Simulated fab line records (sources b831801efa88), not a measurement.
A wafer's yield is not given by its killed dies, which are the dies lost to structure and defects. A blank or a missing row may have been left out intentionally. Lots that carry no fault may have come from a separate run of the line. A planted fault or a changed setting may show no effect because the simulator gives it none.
fab line records	flow sky130
record: lots: 6	wafers: 18	last_day: 50
route steps=708 shown SD_P@322 RES_XHIGH@332 PAD_OPEN@708
lots that met no fault: taken from a fault-free run of the same line
start_h: hours from the record's first day to the start of the lot's first wafer shown	wait_h: hours elapsed since this lot's preceding step	" repeats the value in the row above	L1.1+2: a row that stands for several wafers	- no value, or no start given	* or withheld: withheld	< > ~ a bound
route shown NAME@n: names a module that has steps shown in the file, with the first one's number in the route	usual: mean and standard deviation over wafers with no fault	same: alike in all rows	chamber/n: place in a boat	sites: per-site readings	_std_site: the standard deviation of these	_edge_site: the outer-site mean with the inner-site mean subtracted	radius_mm: how far each site lies from the wafer's centre	mask NAME#n: copy n	behind: the most recent tool/chamber to have shaped the wafer	hold: why the lot went on hold/how many hours it stayed there/how the hold came to an end	device: whichever transistor did not switch (one of n, p or np)	end of line: tests of these same wafers at the route's end	a step given without rows: its recipe and nothing more	killed: not the wafer's yield, but the dies lost to structure and defects at the first sort	map: a wafer's dies, x killed, . not, _ none there
set.NAME: the setting as run; set.NAME@STEP: as run at that earlier step	model.NAME: the simulator's own value behind a step, which no gauge read
lots seen at some steps along the route; tables by step, rows by wafer
services: the hour from which a tool's chamber was out of use, counted from the record's first day as start_h (under 0 if before that day), plus the number of hours and why
== steps ==
step: SKY_SD_P_COAT_02
recipe: resist: NOVOLAK	spin_rpm: 3000	resist_thk_nm: 1140
step: SKY_SD_P_SOFTBAKE_03
recipe: temp_c: 90	time_s: 60	resist: NOVOLAK
step: SKY_SD_P_EXPOSE_04
recipe: mask_id: PSDM	na: 0.6	source_shape: conventional	sigma_outer: 0.6	polarization: unpolarized	target_cd_nm: 380	dose_mj: 138
step: SKY_SD_P_PEB_05
recipe: temp_c: withheld	time_s: *	resist: NOVOLAK
step: SKY_SD_P_DEVELOP_06
recipe: resist: NOVOLAK	developer: TMAH	develop_time_s: 60	dev_temp_c: 23
step: SKY_SD_P_CD_MEAS_07
recipe: target_cd_nm: 380
usual: cd_nm: 380.7/2.5
lot.wafer	tool	chamber	start_h	wait_h	cd_nm
L226.1	cd_sem-02	-	601.39	0.1	381.4
L226.3	"	-	"	"	378.8
L226.5	"	-	"	"	380.7
L233.3	cd_sem-01	-	653.26	0.1	377.0
L233.5	"	-	"	"	377.0
L233.6	"	-	"	"	377.8
L234.2	cd_sem-01	-	669.39	0.1	380.7
L234.4	"	-	"	"	383.1
L234.6	"	-	"	"	382.0
L241.4	cd_sem-01	-	727.74	0.1	376.9
L241.5	"	-	"	"	378.2
L241.6	"	-	"	"	380.0
L244.1	cd_sem-02	-	749.28	0.1	380.0
L244.4	"	-	"	"	381.3
L244.6	"	-	"	"	382.5
L247.2	cd_sem-01	-	773.70	0.1	378.8
L247.3	"	-	"	"	382.9
L247.5	"	-	"	"	382.4
step: SKY_SD_P_OVL_MEAS_08
usual: SD_P_OVL: 0.1/1.5
lot.wafer	tool	chamber	start_h	wait_h	SD_P_OVL[nm]
L226.1	overlay-02	-	601.51	0.1	0.7
L226.3	"	-	"	"	0.7
L226.5	"	-	"	"	-0.1
L233.3	overlay-01	-	653.35	0.1	1.7
L233.5	"	-	"	"	1.8
L233.6	"	-	"	"	0.5
L234.2	overlay-01	-	669.49	0.1	-2.0
L234.4	"	-	"	"	-0.7
L234.6	"	-	"	"	-1.3
L241.4	overlay-02	-	727.82	0.1	-2.6
L241.5	"	-	"	"	-3.2
L241.6	"	-	"	"	-1.6
L244.1	overlay-01	-	749.40	0.1	1.3
L244.4	"	-	"	"	0.8
L244.6	"	-	"	"	0.6
L247.2	overlay-02	-	773.81	0.1	-1.1
L247.3	"	-	"	"	-1.7
L247.5	"	-	"	"	0.0
step: SKY_SD_P_IMPLANT_09
recipe: species: BF2	energy_kev: 20	dose_cm2: 3e+15	tilt_deg: 0
step: SKY_SD_P_STRIP_10
recipe: chemistry: O2/N2	power_w: 1400	pressure_mtorr: 1500	platen_temp_c: withheld	o2_flow_sccm: 3000	n2_flow_sccm: 300	overash_fraction: 0.5
usual: chamber_pressure_mTorr: 1499.9/1.3	drypump_motor_current_A: 5.5/0.34	oes_product_au: 0.617/0.0045	strip_time_to_endpoint_s: 17.49/0.041
lot.wafer	tool	chamber	start_h	wait_h	chamber_pressure_mTorr	drypump_motor_current_A	oes_product_au	rf_hours_counter_h	strip_time_to_endpoint_s
L226.1	plasma_asher-01	1	601.70	0.1	1498.0	5.4	0.620	90	17.53
L226.3	"	1	"	"	1500.3	5.5	0.613	-	17.54
L226.5	"	0	"	"	1499.4	5.9	0.615	-	17.52
L233.3	plasma_asher-01	0	653.55	0.1	1502.4	5.9	0.619	-	17.48
L233.5	"	0	"	"	1495.3	5.9	0.612	-	17.44
L233.6	"	1	"	"	1500.6	5.5	0.618	-	17.42
L234.2	plasma_asher-01	1	669.67	0.1	1501.0	5.4	0.615	98	17.51
L234.4	"	1	"	"	1501.7	5.5	0.631	-	17.47
L234.6	"	1	"	"	1496.1	5.5	0.626	-	17.49
L241.4	plasma_asher-01	1	728.02	0.1	1500.8	5.5	0.620	-	17.45
L241.5	"	0	"	"	1499.3	5.9	0.614	-	17.47
L241.6	"	1	"	"	1501.5	5.5	0.616	-	17.45
L244.1	plasma_asher-01	1	749.59	0.1	1499.3	5.5	0.617	1	17.48
L244.4	"	0	"	"	1501.0	5.9	0.613	-	17.46
L244.6	"	0	"	"	1499.7	5.9	0.620	-	17.42
L247.2	plasma_asher-01	1	773.99	0.1	1500.1	5.5	0.619	3	17.44
L247.3	"	1	"	"	1499.7	5.5	0.619	-	17.47
L247.5	"	0	"	"	1500.5	5.9	0.620	-	17.47
step: SKY_SD_P_TW_MEAS_11
usual: SD_P_TW: 2800/26
lot.wafer	tool	chamber	start_h	wait_h	SD_P_TW
L226.1	film_metro-01	-	601.80	0.1	2782
L226.3	"	-	"	"	2762
L226.5	"	-	"	"	2763
L233.3	film_metro-02	-	653.64	0.1	2779
L233.5	"	-	"	"	2785
L233.6	"	-	"	"	2782
L234.2	film_metro-02	-	669.78	0.1	2782
L234.4	"	-	"	"	2797
L234.6	"	-	"	"	2775
L241.4	film_metro-01	-	728.12	0.1	2779
L241.5	"	-	"	"	2776
L241.6	"	-	"	"	2774
L244.1	film_metro-02	-	749.69	0.1	2792
L244.4	"	-	"	"	2800
L244.6	"	-	"	"	2796
L247.2	film_metro-02	-	774.10	0.1	2798
L247.3	"	-	"	"	2790
L247.5	"	-	"	"	2802
step: SKY_RES_XHIGH_DEHYDRATE_00
recipe: temp_c: 200	time_s: 60
step: SKY_RES_XHIGH_HMDS_01
recipe: prime_time_s: 60	prime_temp_c: 120
step: SKY_RES_XHIGH_COAT_02
recipe: resist: NOVOLAK	spin_rpm: 3000	resist_thk_nm: 1140
lot.wafer	tool	chamber	start_h	wait_h	model.NOVOLAK_of_RES_XHIGH_COAT_02.thk_nm
L226.1	litho_track-02	0	615.44	0.1	1144
L226.3	"	0	"	"	1141
L226.5	"	0	"	"	1140
L233.3	litho_track-03	0	668.13	0.1	1143
L233.5	"	0	"	"	1148
L233.6	"	0	"	"	1141
L234.2	litho_track-02	0	683.57	0.1	1138
L234.4	"	0	"	"	1141
L234.6	"	0	"	"	1143
L241.4+5	litho_track-03	0	742.01	0.1	1068
L241.6	"	0	"	"	1070
L244.1	litho_track-03	0	762.03	0.1	1068
L244.4	"	0	"	"	1065
L244.6	"	0	"	"	1067
L247.2	litho_track-02	0	786.32	0.1	1140
L247.3+5	"	0	"	"	1142
step: SKY_RES_XHIGH_SOFTBAKE_03
recipe: temp_c: 90	time_s: 60	resist: NOVOLAK
step: SKY_RES_XHIGH_EXPOSE_04
recipe: mask_id: URPM	na: 0.6	source_shape: conventional	sigma_outer: 0.6	polarization: unpolarized	target_cd_nm: 1270	dose_mj: 140
step: SKY_RES_XHIGH_PEB_05
recipe: temp_c: withheld	time_s: *	resist: NOVOLAK
step: SKY_RES_XHIGH_DEVELOP_06
recipe: resist: NOVOLAK	developer: TMAH	develop_time_s: 60	dev_temp_c: 23
usual: developer_temp_C: 23.00/0.095
lot.wafer	tool	chamber	start_h	wait_h	developer_temp_C	model.NOVOLAK_of_RES_XHIGH_COAT_02.thk_nm
L226.1	litho_track-01	0	630.28	0.1	23.12	1144
L226.3	"	0	"	"	23.02	1141
L226.5	"	0	"	"	23.05	1140
L233.3	litho_track-01	0	681.88	0.1	23.14	1143
L233.5	"	0	"	"	23.03	1148
L233.6	"	0	"	"	22.95	1140
L234.2	litho_track-03	0	697.41	0.1	23.09	1138
L234.4	"	0	"	"	23.05	1140
L234.6	"	0	"	"	23.10	1143
L241.4	litho_track-02	0	755.12	0.1	22.99	1067
L241.5	"	0	"	"	22.87	1067
L241.6	"	0	"	"	23.04	1070
L244.1	litho_track-03	0	776.03	0.1	23.02	1068
L244.4	"	0	"	"	22.92	1065
L244.6	"	0	"	"	22.76	1067
L247.2	litho_track-01	0	799.35	0.1	22.93	1140
L247.3	"	0	"	"	22.84	1141
L247.5	"	0	"	"	23.07	1142
step: SKY_RES_XHIGH_IMPLANT_07
recipe: species: BF2	energy_kev: 20	dose_cm2: 3.6e+14	tilt_deg: 0
step: SKY_RES_XHIGH_STRIP_08
recipe: chemistry: O2/N2	power_w: 1400	pressure_mtorr: 1500	platen_temp_c: withheld	o2_flow_sccm: 3000	n2_flow_sccm: 300	overash_fraction: 0.5
usual: chamber_pressure_mTorr: 1500.1/1.3	drypump_motor_current_A: 5.5/0.33	oes_product_au: 0.711/0.0046	strip_time_to_endpoint_s: 14.27/0.037
lot.wafer	tool	chamber	start_h	wait_h	chamber_pressure_mTorr	drypump_motor_current_A	oes_product_au	rf_hours_counter_h	strip_time_to_endpoint_s
L226.1	plasma_asher-03	1	630.58	0.1	1499.9	5.9	0.713	18	14.32
L226.3	"	1	"	"	1498.5	5.9	0.707	-	14.28
L226.5	"	0	"	"	1500.0	5.5	0.706	-	14.27
L233.3	plasma_asher-04	1	682.16	0.1	1501.2	4.9	0.712	-	14.32
L233.5	"	1	"	"	1500.0	4.9	0.709	-	14.36
L233.6	"	0	"	"	1498.7	5.4	0.716	-	14.28
L234.2	plasma_asher-03	1	698.32	0.1	1500.3	5.9	0.706	24	14.25
L234.4	"	0	"	"	1500.9	5.5	0.716	-	14.28
L234.6	"	0	"	"	1498.6	5.5	0.709	-	14.30
L241.4	plasma_asher-04	1	755.37	0.1	1501.6	4.9	0.719	-	13.42
L241.5	"	0	"	"	1499.5	5.4	0.713	-	13.41
L241.6	"	1	"	"	1499.2	4.9	0.719	-	13.44
L244.1	plasma_asher-02	1	776.33	0.1	1499.9	5.6	0.707	67	13.43
L244.4	"	0	"	"	1500.0	5.7	0.709	-	13.39
L244.6	"	0	"	"	1501.0	5.7	0.705	-	13.42
L247.2	plasma_asher-04	1	799.63	0.1	1499.5	4.9	0.719	101	14.27
L247.3	"	0	"	"	1501.8	5.4	0.717	-	14.29
L247.5	"	1	"	"	1498.4	4.9	0.708	-	14.30
step: SKY_RES_XHIGH_TW_MEAS_09
usual: RES_XHIGH_TW: 1630/17
lot.wafer	tool	chamber	start_h	wait_h	RES_XHIGH_TW
L226.1	film_metro-01	-	630.68	0.1	1620
L226.3	"	-	"	"	1625
L226.5	"	-	"	"	1621
L233.3	film_metro-02	-	682.25	0.1	1622
L233.5	"	-	"	"	1635
L233.6	"	-	"	"	1628
L234.2	film_metro-03	-	698.43	0.1	1649
L234.4	"	-	"	"	1660
L234.6	"	-	"	"	1644
L241.4	film_metro-03	-	755.47	0.1	1639
L241.5	"	-	"	"	1645
L241.6	"	-	"	"	1644
L244.1	film_metro-02	-	776.43	0.1	1626
L244.4	"	-	"	"	1632
L244.6	"	-	"	"	1625
L247.2	film_metro-03	-	799.74	0.1	1648
L247.3	"	-	"	"	1643
L247.5	"	-	"	"	1639
step: SKY_PAD_OPEN_PROBE_99
usual: killed_at_M0_to_M3: 44/7.2	killed_at_M4_up: 3.0/1.9	killed_at_contacts: 25/4.8	killed_at_front_end: 16/4.2	killed_at_other: 0.2/0.44	killed_dies: 88/9.3	killed_open: 48/7.1	killed_short: 40/6.5
same: gross_dies: 492	killed_at_back_side: 0
lot.wafer	tool	chamber	start_h	wait_h	killed_at_M0_to_M3	killed_at_M4_up	killed_at_contacts	killed_at_front_end	killed_at_other	killed_dies	killed_open	killed_short
L241.4	prober-01	-	1168.67	0.2	54	6	22	13	0	95	53	42
L241.5	prober-01	-	1168.72	0.2	41	4	15	12	0	72	37	35
L241.6	prober-01	-	1168.77	0.2	36	1	21	17	0	75	43	32
killed by level:class
L241.4 VIA1:geometric_particle:open=16 LOCAL_INTERCONNECT:geometric_particle:short=8 VIA2:geometric_particle:open=8 METAL1:geometric_particle:short=6 POLY_GATE:geometric_particle:open=5 LI_CONTACT:geometric_particle:open=5 VIA3:geometric_particle:open=5 CONTACT:geometric_particle:short=4
L241.5 VIA1:geometric_particle:open=11 VIA3:geometric_particle:open=10 METAL1:geometric_particle:short=7 LI_CONTACT:geometric_particle:open=4 LOCAL_INTERCONNECT:geometric_particle:short=4 VIA2:geometric_particle:open=4 METAL4:geometric_particle:short=4 FIELD_ISO:geometric_particle:short=3
L241.6 VIA1:geometric_particle:open=9 FIELD_ISO:geometric_particle:open=6 VIA3:geometric_particle:open=6 CONTACT:geometric_particle:open=6 METAL1:geometric_particle:short=6 POLY_GATE:geometric_particle:open=5 LOCAL_INTERCONNECT:geometric_particle:short=4 LI_CONTACT:geometric_particle:short=4
== services ==
tool	chamber	start_h	hours	kind
plasma_asher-03	-	586.27	9.3	repair
plasma_asher-04	-	624.06	4.9	repair
plasma_asher-03	-	642.71	2.8	pm
plasma_asher-03	-	646.87	0.6	repair
plasma_asher-02	-	657.41	2.8	pm
plasma_asher-01	-	701.64	20.0	pm
plasma_asher-04	-	731.74	2.8	pm
plasma_asher-01	-	733.75	9.0	pm
plasma_asher-01	0	733.75	10.9	vent_cycle
plasma_asher-01	1	733.75	10.9	vent_cycle
plasma_asher-03	-	734.96	14.6	pm
plasma_asher-01	-	736.25	8.4	repair
plasma_asher-01	0	742.75	-	clean
plasma_asher-01	1	742.75	-	clean
plasma_asher-04	-	767.82	5.9	pm
== key ==
first_sign: step: SKY_RES_XHIGH_STRIP_08	reading: strip_time_to_endpoint_s	direction: down	sigmas: 23	usual: *	struck: *
effect none on later readings
model_effect: step: SKY_RES_XHIGH_COAT_02	value: NOVOLAK_of_RES_XHIGH_COAT_02.thk_nm	without: 1138	struck: 1068
model_effect: step: SKY_RES_XHIGH_DEVELOP_06	value: NOVOLAK_of_RES_XHIGH_COAT_02.thk_nm	without: 1137	struck: 1067
met_at SKY_RES_XHIGH_COAT_02
struck_wafers L241.4,L241.5,L241.6,L244.1,L244.4,L244.6
tester_left_out L241,L244
onset_between 668.13 742.01
fault: kind: process_parameter_drift	tool: litho_track-03	chamber: -	onset_h: 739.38	steps: SKY_RES_XHIGH_COAT_02	channel: resist_thk_nm	offset: -70.087	shape: step	end_h: 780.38	acts_in: these_recipes_only	stated: 1140
tester_left_out: of these lots the tester's yield and bins aren't shown, on N5 and GAA mostly nor the transistor test; their killed dies are dies lost to structure and defects alone, not to doping, threshold or leakage, so they don't give the yield
